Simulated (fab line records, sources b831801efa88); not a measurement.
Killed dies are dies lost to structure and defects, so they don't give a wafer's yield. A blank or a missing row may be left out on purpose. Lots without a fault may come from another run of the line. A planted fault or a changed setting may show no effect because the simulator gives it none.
Which tool did it? | flow sky130 | 11 lots, 33 wafers sampled, at 5 steps of a route of 708

WHAT THE GAUGES READ, wafer by wafer
SKY_LOCAL_INTERCONNECT_RS_MEAS_01: measures by four-point-probe.
lot  | measured     | on            | LOCAL_INTERCONNECT_TIN_RS (ohm/sq)
L292 | day 30 11:06 | film_metro-01 | 13.38 13.33 13.32
L294 | day 30 14:52 | film_metro-01 | 13.63 13.67 13.54
L296 | day 31 15:35 | film_metro-01 | 13.83 13.43 13.81
L298 | day 32 04:41 | film_metro-02 | 13.39 13.49 13.45
L299 | day 32 05:14 | film_metro-03 | 13.65 13.50 13.73
L301 | day 32 07:16 | film_metro-03 | 13.39 13.55 13.55
L300 | day 32 18:29 | film_metro-03 | 13.43 13.45 13.61
L302 | day 33 12:38 | film_metro-01 | 13.87 13.74 13.84
L308 | day 34 22:41 | film_metro-01 | 13.45 13.32 13.47
L311 | day 36 06:43 | film_metro-03 | 13.73 13.67 13.70
L313 | day 36 11:30 | film_metro-01 | 13.70 13.65 13.69

SKY_CONTACT_THK_MEAS_01.
lot  | measured     | on            | CONTACT_CVD_00_THK (nm)
L292 | day 31 08:34 | film_metro-01 | 75.0 75.3 76.2
L294 | day 31 17:05 | film_metro-02 | 74.3 75.5 74.9
L296 | day 32 20:12 | film_metro-01 | 74.5 74.5 75.4
L298 | day 33 07:52 | film_metro-02 | 73.7 75.9 75.4
L299 | day 33 08:14 | film_metro-04 | 74.4 73.6 74.9
L301 | day 33 10:06 | film_metro-02 | 148.1 151.2 151.8
L300 | day 33 21:25 | film_metro-02 | 74.3 74.1 75.2
L302 | day 34 15:42 | film_metro-02 | 75.0 74.4 76.1
L308 | day 36 02:02 | film_metro-01 | 148.7 151.0 151.2
L311 | day 37 09:40 | film_metro-04 | 74.2 73.1 76.4
L313 | day 37 15:02 | film_metro-02 | 75.0 73.6 74.2

SKY_CONTACT_THK_MEAS_03.
lot  | measured     | on            | CONTACT_HDPCVD_THK (nm)
L292 | day 31 08:41 | film_metro-02 | 564 566 573
L294 | day 31 17:13 | film_metro-02 | 567 566 558
L296 | day 32 20:20 | film_metro-02 | 561 569 569
L298 | day 33 07:59 | film_metro-04 | 555 556 560
L299 | day 33 08:22 | film_metro-01 | 575 573 567
L301 | day 33 10:14 | film_metro-04 | 548 559 556
L300 | day 33 21:32 | film_metro-04 | 557 559 555
L302 | day 34 15:50 | film_metro-04 | 555 546 550
L308 | day 36 02:10 | film_metro-04 | 564 561 565
L311 | day 37 09:47 | film_metro-02 | 563 559 565
L313 | day 37 15:10 | film_metro-02 | 559 560 555

WHICH TOOL RAN EACH LOT (tool, then ch and the chambers of the sampled wafers, then the start)
lot  | SKY_LOCAL_INTERCONNECT_STRIP_15      | SKY_CONTACT_CVD_00
L292 | plasma_asher-04 ch 0,1, day 31 07:56 | pecvd-04 ch 0,1,2, day 31 08:31
L294 | plasma_asher-04 ch 0,1, day 31 16:23 | pecvd-04 ch 0,1,2, day 31 17:02
L296 | plasma_asher-02 ch 0,1, day 32 19:34 | pecvd-01 ch 0,1,2, day 32 20:10
L298 | plasma_asher-04 ch 0,1, day 33 07:14 | pecvd-03 ch 0,2, day 33 07:50
L299 | plasma_asher-01 ch 0,1, day 33 07:35 | pecvd-04 ch 1,2, day 33 08:13
L301 | plasma_asher-02 ch 0,1, day 33 09:14 | pecvd-01 ch 0,1, day 33 09:52
L300 | plasma_asher-04 ch 0,1, day 33 20:44 | pecvd-04 ch 0,1,2, day 33 21:22
L302 | plasma_asher-04 ch 0,1, day 34 15:02 | pecvd-01 ch 1,2, day 34 15:38
L308 | plasma_asher-04 ch 0,1, day 36 01:08 | pecvd-01 ch 0,2, day 36 01:00
L311 | plasma_asher-02 ch 0,1, day 37 08:32 | pecvd-04 ch 0,1,2, day 37 09:38
L313 | plasma_asher-02 ch 0,1, day 37 14:03 | pecvd-04 ch 0,1,2, day 37 14:59
- SKY_LOCAL_INTERCONNECT_STRIP_15: strips in O2/N2.
- SKY_CONTACT_CVD_00: deposits Si3N4, target thk 75 nm.

WHAT THE TOOLS THEMSELVES READ (means of the sampled wafers that have a number; where no wafer has one, the mark that the record gives instead)
SKY_LOCAL_INTERCONNECT_STRIP_15.
lot  | tool            | drypump_motor_current_A (A) | oes_product_au (a.u.) | strip_time_to_endpoint_s (s)
L292 | plasma_asher-04 | 5.5                         | 0.429                 | 4.754
L294 | plasma_asher-04 | 5.3                         | 0.431                 | 4.736
L296 | plasma_asher-02 | 6.2                         | 0.428                 | 4.741
L298 | plasma_asher-04 | 5.5                         | 0.427                 | 4.746
L299 | plasma_asher-01 | 5.2                         | 0.429                 | 4.684
L301 | plasma_asher-02 | 5.8                         | 0.431                 | 4.769
L300 | plasma_asher-04 | 5.5                         | 0.428                 | 4.738
L302 | plasma_asher-04 | 5.3                         | 0.433                 | 4.721
L308 | plasma_asher-04 | 5.5                         | 0.425                 | 4.709
L311 | plasma_asher-02 | 5.8                         | 0.425                 | 4.709
L313 | plasma_asher-02 | 6.3                         | 0.424                 | 4.704

SKY_CONTACT_CVD_00.
lot  | tool     | heater_power_w (W)
L292 | pecvd-04 | 672
L294 | pecvd-04 | 689
L296 | pecvd-01 | 692
L298 | pecvd-03 | 714
L299 | pecvd-04 | 706
L301 | pecvd-01 | 702
L300 | pecvd-04 | 645
L302 | pecvd-01 | 671
L308 | pecvd-01 | 676
L311 | pecvd-04 | 679
L313 | pecvd-04 | 671

THE ANSWER, worked out from the rows above alone
Rule: what is usual is taken from the lots themselves. Put in order of their means at a reading, lots are off if they are a third of the lots or fewer, leave a main group of 4 or more, and stand apart from it by a gap of 3 or more times the standard deviation of the main group's means; of several such gaps the widest counts. A main group whose means are all the same, to the digits that the tables above print for the reading, isn't used. A lot without any number at a reading at which 4 lots or more have one is off too. The other lots that the step has rows for count as sound. The gauges are gone through in route order, then the tools' own readings, and for those a lot's mean is taken as printed above. The first step at which some lot is off is used, and at that step the reading that is off furthest; a lot without a number counts as furthest.
Off: L301, L308, at SKY_CONTACT_THK_MEAS_01 (CONTACT_CVD_00_THK). The main group: mean 74.8 nm, standard deviation 0.38.
A tool fits if, at a process step before that reading, it ran every lot that is off, and no sound lot after the first of them. The gauges at SKY_CONTACT_THK_MEAS_01 are tried like those tools. None of those tried fits.

WHAT THE SIMULATOR HAD PUT IN
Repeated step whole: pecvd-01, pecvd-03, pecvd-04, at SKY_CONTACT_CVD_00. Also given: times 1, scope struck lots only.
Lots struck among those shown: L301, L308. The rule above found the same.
